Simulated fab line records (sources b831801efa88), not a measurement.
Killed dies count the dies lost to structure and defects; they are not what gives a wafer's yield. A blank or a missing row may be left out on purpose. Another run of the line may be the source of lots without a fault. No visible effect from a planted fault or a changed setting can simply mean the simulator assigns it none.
fab line records + flow sky130
record
- lots=12
- wafers=36
- last-day=50
route steps=708 shown POLY_CUT@315 SD_P@327 SD_N@356 PAD_OPEN@708
lots that met no fault: taken from a fault-free run of the same line
start-h: the number of hours between the record's first day and the start of the first shown wafer of the lot + wait-h: time in hours since the lot's previous step + " same as the row above + L1.1+2: one row covering several wafers at once + - no value present, or no start provided + * or withheld: withheld + < > ~ a bound
route shown NAME@n: names a module that has steps shown in the file, with the first one's number in the route + usual: mean/standard deviation of fault-free wafers + same: alike in all rows + chamber/n: place in a boat + sites: each site's reading + _std_site: the standard deviation of these + _edge_site: inner sites' mean taken away from outer sites' mean + radius-mm: for every site, how far away it sits from the centre of the wafer + mask NAME#n: copy n + behind: the tool/chamber that last shaped the wafer + hold: why the lot was held/for how many hours/how that ended + device: the transistor (n, p or np) that didn't switch + end of line: the tests these same wafers got at the end of their route + a step without rows: its recipe alone + killed: the dies lost at the first sort to structure and to defects; this is not the yield of the wafer + map: shows each die of a wafer: x if killed, . if not, _ if none is there
set.NAME: the setting the step ran with; set.NAME@STEP: the setting that earlier step ran with + model.NAME: the simulator's own value behind a step, which no gauge read
a sample of lots followed through the steps of the route, with each step as a table and each wafer as a row
services: the hour from which a tool's chamber was out of use, counted from the record's first day as start-h (under 0 if before that day), plus the number of hours and why
## steps
# step SKY_POLY_CUT_CD_MEAS_08
# recipe
- target-cd-nm=270
# usual
- cd-nm=270.4/1.4
| lot.wafer | tool      | chamber | start-h | wait-h | cd-nm |
|-----------|-----------|---------|---------|--------|-------|
| L838.1    | cd-sem-02 | -       | 592.90  | -      | 270.7 |
| L838.4    | "         | -       | "       | "      | 268.4 |
| L838.5    | "         | -       | "       | "      | 269.0 |
| L839.3    | cd-sem-01 | -       | 598.09  | -      | 270.5 |
| L839.5    | "         | -       | "       | "      | 268.3 |
| L839.6    | "         | -       | "       | "      | 269.9 |
| L842.3    | cd-sem-01 | -       | 627.45  | -      | 272.7 |
| L842.5    | "         | -       | "       | "      | 271.2 |
| L842.6    | "         | -       | "       | "      | 272.1 |
| L844.1    | cd-sem-02 | -       | 635.85  | -      | 270.4 |
| L844.2    | "         | -       | "       | "      | 272.3 |
| L844.4    | "         | -       | "       | "      | 273.0 |
| L850.4    | cd-sem-02 | -       | 687.02  | -      | 268.8 |
| L850.5    | "         | -       | "       | "      | 270.1 |
| L850.6    | "         | -       | "       | "      | 271.0 |
| L851.1    | cd-sem-01 | -       | 696.16  | -      | 272.9 |
| L851.3    | "         | -       | "       | "      | 271.1 |
| L851.6    | "         | -       | "       | "      | 271.9 |
| L852.1    | cd-sem-02 | -       | 702.26  | -      | 271.0 |
| L852.3    | "         | -       | "       | "      | 271.6 |
| L852.4    | "         | -       | "       | "      | 271.5 |
| L853.1    | cd-sem-01 | -       | 714.82  | -      | 270.7 |
| L853.2    | "         | -       | "       | "      | 271.8 |
| L853.6    | "         | -       | "       | "      | 270.4 |
| L855.2    | cd-sem-02 | -       | 722.23  | -      | 271.1 |
| L855.4    | "         | -       | "       | "      | 270.6 |
| L855.5    | "         | -       | "       | "      | 271.0 |
| L856.2    | cd-sem-01 | -       | 731.22  | -      | 269.0 |
| L856.3    | "         | -       | "       | "      | 269.0 |
| L856.4    | "         | -       | "       | "      | 269.7 |
| L857.2    | cd-sem-02 | -       | 739.38  | -      | 271.2 |
| L857.3    | "         | -       | "       | "      | 271.2 |
| L857.4    | "         | -       | "       | "      | 270.6 |
| L858.2    | cd-sem-01 | -       | 747.13  | -      | 269.1 |
| L858.4    | "         | -       | "       | "      | 268.9 |
| L858.6    | "         | -       | "       | "      | 270.4 |
# step SKY_POLY_CUT_OVL_MEAS_09
# usual
- POLY_CUT_OVL=-3/4.4
| lot.wafer | tool       | chamber | start-h | wait-h | POLY_CUT_OVL[nm] |
|-----------|------------|---------|---------|--------|------------------|
| L838.1    | overlay-02 | -       | 593.02  | 0.1    | -2               |
| L838.4    | "          | -       | "       | "      | 2                |
| L838.5    | "          | -       | "       | "      | -4               |
| L839.3    | overlay-01 | -       | 598.18  | 0.1    | -7               |
| L839.5    | "          | -       | "       | "      | -6               |
| L839.6    | "          | -       | "       | "      | 0                |
| L842.3    | overlay-01 | -       | 627.54  | 0.1    | -3               |
| L842.5    | "          | -       | "       | "      | -4               |
| L842.6    | "          | -       | "       | "      | 3                |
| L844.1    | overlay-02 | -       | 635.97  | 0.1    | 6                |
| L844.2    | "          | -       | "       | "      | -11              |
| L844.4    | "          | -       | "       | "      | -10              |
| L850.4    | overlay-02 | -       | 687.09  | 0.1    | 0                |
| L850.5    | "          | -       | "       | "      | -5               |
| L850.6    | "          | -       | "       | "      | -2               |
| L851.1    | overlay-01 | -       | 696.28  | 0.1    | -2               |
| L851.3    | "          | -       | "       | "      | -4               |
| L851.6    | "          | -       | "       | "      | 1                |
| L852.1    | overlay-02 | -       | 702.38  | 0.1    | -8               |
| L852.3    | "          | -       | "       | "      | -8               |
| L852.4    | "          | -       | "       | "      | 1                |
| L853.1    | overlay-02 | -       | 714.94  | 0.1    | -7               |
| L853.2    | "          | -       | "       | "      | -6               |
| L853.6    | "          | -       | "       | "      | -10              |
| L855.2    | overlay-02 | -       | 722.33  | 0.1    | 2                |
| L855.4    | "          | -       | "       | "      | 2                |
| L855.5    | "          | -       | "       | "      | -10              |
| L856.2    | overlay-02 | -       | 731.32  | 0.1    | -6               |
| L856.3    | "          | -       | "       | "      | -6               |
| L856.4    | "          | -       | "       | "      | -8               |
| L857.2    | overlay-02 | -       | 739.48  | 0.1    | -10              |
| L857.3    | "          | -       | "       | "      | -7               |
| L857.4    | "          | -       | "       | "      | -4               |
| L858.2    | overlay-01 | -       | 747.23  | 0.1    | -2               |
| L858.4    | "          | -       | "       | "      | 4                |
| L858.6    | "          | -       | "       | "      | -1               |
# step SKY_SD_P_CD_MEAS_07
# recipe
- target-cd-nm=380
# usual
- cd-nm=380.7/2.5
| lot.wafer | tool      | chamber | start-h | wait-h | cd-nm |
|-----------|-----------|---------|---------|--------|-------|
| L838.1    | cd-sem-01 | -       | 622.37  | 0.1    | 379.1 |
| L838.4    | "         | -       | "       | "      | 379.7 |
| L838.5    | "         | -       | "       | "      | 379.2 |
| L839.3    | cd-sem-01 | -       | 627.09  | 0.1    | 377.8 |
| L839.5    | "         | -       | "       | "      | 376.9 |
| L839.6    | "         | -       | "       | "      | 379.8 |
| L842.3    | cd-sem-02 | -       | 655.01  | 0.1    | 381.6 |
| L842.5    | "         | -       | "       | "      | 379.6 |
| L842.6    | "         | -       | "       | "      | 382.1 |
| L844.1    | cd-sem-02 | -       | 664.01  | 0.1    | 381.8 |
| L844.2    | "         | -       | "       | "      | 383.9 |
| L844.4    | "         | -       | "       | "      | 383.0 |
| L850.4    | cd-sem-01 | -       | 715.17  | 0.1    | 381.9 |
| L850.5    | "         | -       | "       | "      | 382.9 |
| L850.6    | "         | -       | "       | "      | 381.7 |
| L851.1    | cd-sem-02 | -       | 724.55  | 0.1    | 381.7 |
| L851.3    | "         | -       | "       | "      | 377.8 |
| L851.6    | "         | -       | "       | "      | 380.2 |
| L852.1    | cd-sem-01 | -       | 730.07  | 0.1    | 379.5 |
| L852.3    | "         | -       | "       | "      | 379.3 |
| L852.4    | "         | -       | "       | "      | 379.8 |
| L853.1    | cd-sem-02 | -       | 743.05  | 0.1    | 377.6 |
| L853.2    | "         | -       | "       | "      | 379.9 |
| L853.6    | "         | -       | "       | "      | 382.2 |
| L855.2    | cd-sem-02 | -       | 749.43  | 0.1    | 384.1 |
| L855.4    | "         | -       | "       | "      | 385.2 |
| L855.5    | "         | -       | "       | "      | 382.0 |
| L856.2    | cd-sem-01 | -       | 758.92  | 0.1    | 382.4 |
| L856.3    | "         | -       | "       | "      | 377.9 |
| L856.4    | "         | -       | "       | "      | 380.0 |
| L857.2    | cd-sem-02 | -       | 766.47  | 0.1    | 376.6 |
| L857.3    | "         | -       | "       | "      | 377.9 |
| L857.4    | "         | -       | "       | "      | 377.1 |
| L858.2    | cd-sem-02 | -       | 774.19  | 0.1    | 378.4 |
| L858.4    | "         | -       | "       | "      | 380.5 |
| L858.6    | "         | -       | "       | "      | 381.2 |
# step SKY_SD_N_RTA_14
# recipe
- temp-c=1075
- time-s=2
- idle-temp-c=650
- ramp-up-c-per-s=150
- ramp-down-c-per-s=90
- ambient=N2
# usual
- lamp-power-pct=15.75/0.051
- wafer_temp_C_max=1077.9/1.4
# same
- time-s=2
| lot.wafer | tool          | chamber | start-h | wait-h | lamp-power-pct | wafer_temp_C_max |
|-----------|---------------|---------|---------|--------|----------------|------------------|
| L838.1    | rtp-anneal-01 | 0       | 678.99  | 0.0    | 15.73          | 1080.4           |
| L838.4    | "             | 0       | "       | "      | 15.66          | 1076.2           |
| L838.5    | "             | 0       | "       | "      | 15.72          | 1077.4           |
| L839.3    | rtp-anneal-02 | 0       | 683.03  | 0.0    | 15.71          | 1078.9           |
| L839.5    | "             | 0       | "       | "      | 15.82          | 1076.1           |
| L839.6    | "             | 0       | "       | "      | 15.69          | 1077.1           |
| L842.3    | rtp-anneal-01 | 0       | 712.34  | 0.0    | 15.81          | 1078.8           |
| L842.5    | "             | 0       | "       | "      | 15.77          | 1077.5           |
| L842.6    | "             | 0       | "       | "      | 15.79          | 1079.2           |
| L844.1    | rtp-anneal-01 | 0       | 720.24  | 0.0    | 15.71          | 1077.6           |
| L844.2    | "             | 0       | "       | "      | 15.69          | 1077.7           |
| L844.4    | "             | 0       | "       | "      | 15.76          | 1078.0           |
| L850.4    | rtp-anneal-01 | 0       | 770.59  | 0.0    | 15.69          | 1077.7           |
| L850.5    | "             | 0       | "       | "      | 15.80          | 1077.0           |
| L850.6    | "             | 0       | "       | "      | 15.73          | 1075.5           |
| L851.1    | rtp-anneal-02 | 0       | 779.64  | 0.0    | 15.76          | 1079.8           |
| L851.3    | "             | 0       | "       | "      | 15.83          | 1077.5           |
| L851.6    | "             | 0       | "       | "      | 15.74          | 1079.8           |
| L852.1    | rtp-anneal-01 | 0       | 785.29  | 0.0    | 15.73          | 1080.5           |
| L852.3    | "             | 0       | "       | "      | 15.70          | 1079.3           |
| L852.4    | "             | 0       | "       | "      | 15.71          | 1075.6           |
| L853.1    | rtp-anneal-01 | 0       | 797.51  | 0.0    | 15.81          | 1076.8           |
| L853.2    | "             | 0       | "       | "      | 15.85          | 1078.1           |
| L853.6    | "             | 0       | "       | "      | 15.70          | 1078.5           |
| L855.2    | rtp-anneal-01 | 0       | 802.72  | 0.0    | 15.79          | 1077.9           |
| L855.4    | "             | 0       | "       | "      | 15.61          | 1079.9           |
| L855.5    | "             | 0       | "       | "      | 15.72          | 1078.3           |
| L856.2    | rtp-anneal-02 | 0       | 813.30  | 0.0    | 15.75          | 1075.6           |
| L856.3    | "             | 0       | "       | "      | 15.75          | 1075.5           |
| L856.4    | "             | 0       | "       | "      | 15.72          | 1076.4           |
| L857.2    | rtp-anneal-01 | 0       | 819.88  | 0.0    | 15.75          | 1078.0           |
| L857.3    | "             | 0       | "       | "      | 15.81          | 1077.5           |
| L857.4    | "             | 0       | "       | "      | 15.81          | 1078.0           |
| L858.2    | rtp-anneal-02 | 0       | 829.15  | 0.0    | 15.71          | 1076.8           |
| L858.4    | "             | 0       | "       | "      | 15.83          | 1076.1           |
| L858.6    | "             | 0       | "       | "      | 15.79          | 1077.5           |
# step SKY_SD_N_RS_MEAS_16
# recipe
- thk-meas-gauge=four-point-probe
# usual
- SD_N_RS=68.58/0.11
| lot.wafer | tool          | chamber | start-h | wait-h | SD_N_RS[ohm/sq] |
|-----------|---------------|---------|---------|--------|-----------------|
| L838.1    | film-metro-04 | -       | 679.16  | 0.1    | 68.65           |
| L838.4    | "             | -       | "       | "      | 68.69           |
| L838.5    | "             | -       | "       | "      | 68.71           |
| L839.3    | film-metro-04 | -       | 683.23  | 0.1    | 68.55           |
| L839.5    | "             | -       | "       | "      | 68.52           |
| L839.6    | "             | -       | "       | "      | 68.62           |
| L842.3    | film-metro-01 | -       | 712.53  | 0.1    | 71.45           |
| L842.5    | "             | -       | "       | "      | 71.40           |
| L842.6    | "             | -       | "       | "      | 71.46           |
| L844.1    | film-metro-01 | -       | 720.41  | 0.1    | 71.43           |
| L844.2    | "             | -       | "       | "      | 71.29           |
| L844.4    | "             | -       | "       | "      | 71.47           |
| L850.4    | film-metro-04 | -       | 770.80  | 0.1    | 68.46           |
| L850.5    | "             | -       | "       | "      | 68.45           |
| L850.6    | "             | -       | "       | "      | 68.59           |
| L851.1    | film-metro-01 | -       | 779.82  | 0.1    | 68.55           |
| L851.3    | "             | -       | "       | "      | 68.40           |
| L851.6    | "             | -       | "       | "      | 68.59           |
| L852.1    | film-metro-03 | -       | 785.46  | 0.1    | 68.67           |
| L852.3    | "             | -       | "       | "      | 68.67           |
| L852.4    | "             | -       | "       | "      | 68.88           |
| L853.1    | film-metro-04 | -       | 797.69  | 0.1    | 68.56           |
| L853.2    | "             | -       | "       | "      | 68.60           |
| L853.6    | "             | -       | "       | "      | 68.80           |
| L855.2    | film-metro-04 | -       | 802.91  | 0.1    | 68.54           |
| L855.4    | "             | -       | "       | "      | 68.51           |
| L855.5    | "             | -       | "       | "      | 68.65           |
| L856.2    | film-metro-03 | -       | 813.49  | 0.1    | 68.52           |
| L856.3    | "             | -       | "       | "      | 68.57           |
| L856.4    | "             | -       | "       | "      | 68.47           |
| L857.2    | film-metro-01 | -       | 820.06  | 0.1    | 68.46           |
| L857.3    | "             | -       | "       | "      | 68.68           |
| L857.4    | "             | -       | "       | "      | 68.60           |
| L858.2    | film-metro-03 | -       | 829.34  | 0.1    | 68.45           |
| L858.4    | "             | -       | "       | "      | 68.50           |
| L858.6    | "             | -       | "       | "      | 68.58           |
# step SKY_SD_N_RS_MEAS_17
# recipe
- thk-meas-gauge=four-point-probe
# usual
- SD_P_RS=147.1/0.39
| lot.wafer | tool          | chamber | start-h | wait-h | SD_P_RS[ohm/sq] |
|-----------|---------------|---------|---------|--------|-----------------|
| L838.1    | film-metro-04 | -       | 679.28  | 0.1    | 148.1           |
| L838.4    | "             | -       | "       | "      | 147.7           |
| L838.5    | "             | -       | "       | "      | 147.4           |
| L839.3    | film-metro-04 | -       | 683.35  | 0.1    | 146.7           |
| L839.5    | "             | -       | "       | "      | 146.8           |
| L839.6    | "             | -       | "       | "      | 146.9           |
| L842.3    | film-metro-01 | -       | 712.65  | 0.1    | 162.6           |
| L842.5    | "             | -       | "       | "      | 162.2           |
| L842.6    | "             | -       | "       | "      | 162.4           |
| L844.1    | film-metro-01 | -       | 720.53  | 0.1    | 162.6           |
| L844.2    | "             | -       | "       | "      | 163.0           |
| L844.4    | "             | -       | "       | "      | 162.5           |
| L850.4    | film-metro-04 | -       | 770.92  | 0.1    | 146.7           |
| L850.5    | "             | -       | "       | "      | 146.6           |
| L850.6    | "             | -       | "       | "      | 147.2           |
| L851.1    | film-metro-01 | -       | 779.94  | 0.1    | 147.0           |
| L851.3    | "             | -       | "       | "      | 147.2           |
| L851.6    | "             | -       | "       | "      | 147.3           |
| L852.1    | film-metro-03 | -       | 785.58  | 0.1    | 147.5           |
| L852.3    | "             | -       | "       | "      | 147.6           |
| L852.4    | "             | -       | "       | "      | 148.0           |
| L853.1    | film-metro-04 | -       | 797.81  | 0.1    | 146.9           |
| L853.2    | "             | -       | "       | "      | 146.8           |
| L853.6    | "             | -       | "       | "      | 147.6           |
| L855.2    | film-metro-04 | -       | 803.03  | 0.1    | 146.9           |
| L855.4    | "             | -       | "       | "      | 147.5           |
| L855.5    | "             | -       | "       | "      | 147.4           |
| L856.2    | film-metro-03 | -       | 813.61  | 0.1    | 147.0           |
| L856.3    | "             | -       | "       | "      | 147.4           |
| L856.4    | "             | -       | "       | "      | 146.8           |
| L857.2    | film-metro-01 | -       | 820.18  | 0.1    | 146.9           |
| L857.3    | "             | -       | "       | "      | 147.5           |
| L857.4    | "             | -       | "       | "      | 147.4           |
| L858.2    | film-metro-03 | -       | 829.46  | 0.1    | 146.8           |
| L858.4    | "             | -       | "       | "      | 147.0           |
| L858.6    | "             | -       | "       | "      | 147.2           |
# step SKY_PAD_OPEN_PROBE_99
# usual
- killed_at_M0_to_M3=41/6.2
- killed_at_M4_up=3.0/1.7
- killed-at-contacts=25/5.8
- killed-at-front-end=16/4.5
- killed-at-other=0.2/0.42
- killed-dies=85/8.4
- killed-open=46/5.9
- killed-short=39/6.3
# same
- gross-dies=492
- killed-at-back-side=0
| lot.wafer | tool      | chamber | start-h | wait-h | killed_at_M0_to_M3 | killed_at_M4_up | killed-at-contacts | killed-at-front-end | killed-at-other | killed-dies | killed-open | killed-short |
|-----------|-----------|---------|---------|--------|--------------------|-----------------|--------------------|---------------------|-----------------|-------------|-------------|--------------|
| L842.3    | prober-01 | -       | 1126.49 | 0.2    | 39                 | 1               | 37                 | 20                  | 0               | 97          | 45          | 52           |
| L842.5    | prober-01 | -       | 1126.59 | 0.2    | 49                 | 6               | 22                 | 19                  | 0               | 96          | 51          | 44           |
| L842.6    | prober-01 | -       | 1126.64 | 0.2    | 37                 | 3               | 27                 | 14                  | 0               | 81          | 47          | 34           |
| L844.1    | prober-01 | -       | 1131.65 | 0.1    | 45                 | 2               | 25                 | 9                   | 0               | 81          | 49          | 31           |
| L844.2    | prober-01 | -       | 1131.70 | 0.1    | 41                 | 2               | 28                 | 18                  | 1               | 90          | 51          | 38           |
| L844.4    | prober-01 | -       | 1131.80 | 0.2    | 51                 | 3               | 24                 | 16                  | 0               | 94          | 45          | 46           |
| L851.1    | prober-02 | -       | 1172.06 | 0.1    | 42                 | 1               | 17                 | 14                  | 0               | 74          | 38          | 36           |
| L851.3    | prober-02 | -       | 1172.16 | 0.2    | 37                 | 0               | 28                 | 15                  | 0               | 80          | 41          | 39           |
| L851.6    | prober-02 | -       | 1172.31 | 0.2    | 40                 | 3               | 27                 | 10                  | 0               | 80          | 47          | 33           |
| L856.2    | prober-01 | -       | 1191.62 | 0.1    | 43                 | 5               | 24                 | 25                  | 0               | 97          | 45          | 52           |
| L856.3    | prober-01 | -       | 1191.67 | 0.2    | 27                 | 1               | 27                 | 30                  | 1               | 86          | 55          | 30           |
| L856.4    | prober-01 | -       | 1191.72 | 0.2    | 30                 | 1               | 26                 | 17                  | 1               | 75          | 37          | 37           |
# killed by level:class
L842.3 LI_CONTACT:geometric-particle:open=15 METAL2:geometric-particle:short=11 LOCAL_INTERCONNECT:geometric-particle:short=10 VIA1:geometric-particle:open=9 FIELD_ISO:geometric-particle:short=7 CONTACT:geometric-particle:open=6 VIA1:geometric-particle:short=6 FIELD_ISO:geometric-particle:open=5
L842.5 CONTACT:geometric-particle:open=10 VIA3:geometric-particle:open=9 METAL1:geometric-particle:short=7 VIA1:geometric-particle:open=7 VIA2:geometric-particle:short=7 CONTACT:geometric-particle:short=5 POLY_GATE:geometric-particle:open=5 VIA2:geometric-particle:open=5
L842.6 CONTACT:geometric-particle:open=12 VIA2:geometric-particle:open=7 VIA1:geometric-particle:short=6 VIA1:geometric-particle:open=6 POLY_GATE:geometric-particle:open=5 LI_CONTACT:geometric-particle:open=5 LOCAL_INTERCONNECT:geometric-particle:short=5 METAL2:geometric-particle:short=5
L844.1 CONTACT:geometric-particle:open=17 VIA1:geometric-particle:open=8 VIA3:geometric-particle:open=7 METAL3:geometric-particle:short=6 METAL1:geometric-particle:short=6 VIA2:geometric-particle:open=6 POLY_GATE:geometric-particle:open=5 LOCAL_INTERCONNECT:geometric-particle:short=4
L844.2 CONTACT:geometric-particle:open=14 VIA1:geometric-particle:open=9 METAL1:geometric-particle:short=7 VIA3:geometric-particle:open=7 POLY_GATE:geometric-particle:open=5 METAL2:geometric-particle:short=5 POLY_GATE:geometric-particle:short=4 FIELD_ISO:geometric-particle:short=3
L844.4 METAL1:geometric-particle:short=13 CONTACT:geometric-particle:open=10 VIA1:geometric-particle:open=7 METAL2:geometric-particle:short=7 VIA3:geometric-particle:open=7 LOCAL_INTERCONNECT:geometric-particle:short=5 VIA2:geometric-particle:open=5 FIELD_ISO:geometric-particle:short=4
L851.1 VIA1:geometric-particle:open=12 METAL1:geometric-particle:short=5 VIA3:geometric-particle:open=5 LI_CONTACT:geometric-particle:open=4 CONTACT:geometric-particle:open=4 CONTACT:geometric-particle:short=4 VIA1:geometric-particle:short=4 FIELD_ISO:geometric-particle:short=3
L851.3 VIA1:geometric-particle:open=10 LI_CONTACT:geometric-particle:open=8 LI_CONTACT:geometric-particle:short=7 METAL1:geometric-particle:short=7 LOCAL_INTERCONNECT:geometric-particle:short=5 VIA2:geometric-particle:open=5 POLY_GATE:geometric-particle:open=4 CONTACT:geometric-particle:open=4
L851.6 VIA1:geometric-particle:open=11 VIA2:geometric-particle:open=9 CONTACT:geometric-particle:open=7 LI_CONTACT:geometric-particle:open=7 LI_CONTACT:geometric-particle:short=5 LOCAL_INTERCONNECT:geometric-particle:short=5 VIA3:geometric-particle:open=5 METAL2:geometric-particle:short=4
L856.2 LOCAL_INTERCONNECT:geometric-particle:short=10 METAL1:geometric-particle:short=8 VIA1:geometric-particle:open=8 METAL2:geometric-particle:short=8 POLY_GATE:geometric-particle:open=6 CONTACT:geometric-particle:open=6 FIELD_ISO:geometric-particle:short=5 FIELD_ISO:geometric-particle:open=5
L856.3 CONTACT:geometric-particle:open=11 FIELD_ISO:geometric-particle:open=9 POLY_GATE:geometric-particle:open=8 VIA2:geometric-particle:open=6 LI_CONTACT:geometric-particle:open=6 VIA1:geometric-particle:open=6 FIELD_ISO:geometric-particle:short=5 CONTACT:geometric-particle:short=5
L856.4 CONTACT:geometric-particle:open=9 CONTACT:geometric-particle:short=7 VIA3:geometric-particle:open=6 VIA1:geometric-particle:short=5 FIELD_ISO:geometric-particle:short=4 FIELD_ISO:geometric-particle:open=4 POLY_GATE:geometric-particle:short=4 LI_CONTACT:geometric-particle:open=4
## services
| tool          | chamber | start-h | hours | kind |
|---------------|---------|---------|-------|------|
| rtp-anneal-02 | -       | 793.01  | 4.6   | pm   |
## key
first-sign
- step=SKY_SD_N_RS_MEAS_16
- reading=SD_N_RS
- direction=up
- sigmas=25
- usual=68.58
- struck=71.41
effect
- step=SKY_SD_N_RS_MEAS_17
- reading=SD_P_RS
- direction=up
- sigmas=40
- usual=147.1
- struck=162.5
met-at SKY_SD_N_RTA_14
struck-lots L842,L844
tester-left-out L842,L844
not-acting-at SKY_POLY_CUT_CD_MEAS_08,SKY_POLY_CUT_OVL_MEAS_09,SKY_SD_P_CD_MEAS_07
onset-between 678.99 712.34
fault
- kind=process-parameter-drift
- tool=rtp-anneal-01
- chamber=-
- onset-h=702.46
- steps=SKY_SD_N_RTA_14
- channel=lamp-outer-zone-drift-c
- offset=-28
- shape=step
- end-h=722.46
# tester-left-out: of these lots the tester's yield and bins aren't shown, on N5 and GAA mostly nor the transistor test; their killed dies are dies lost to structure and defects alone, not to doping, threshold or leakage, so they don't give the yield
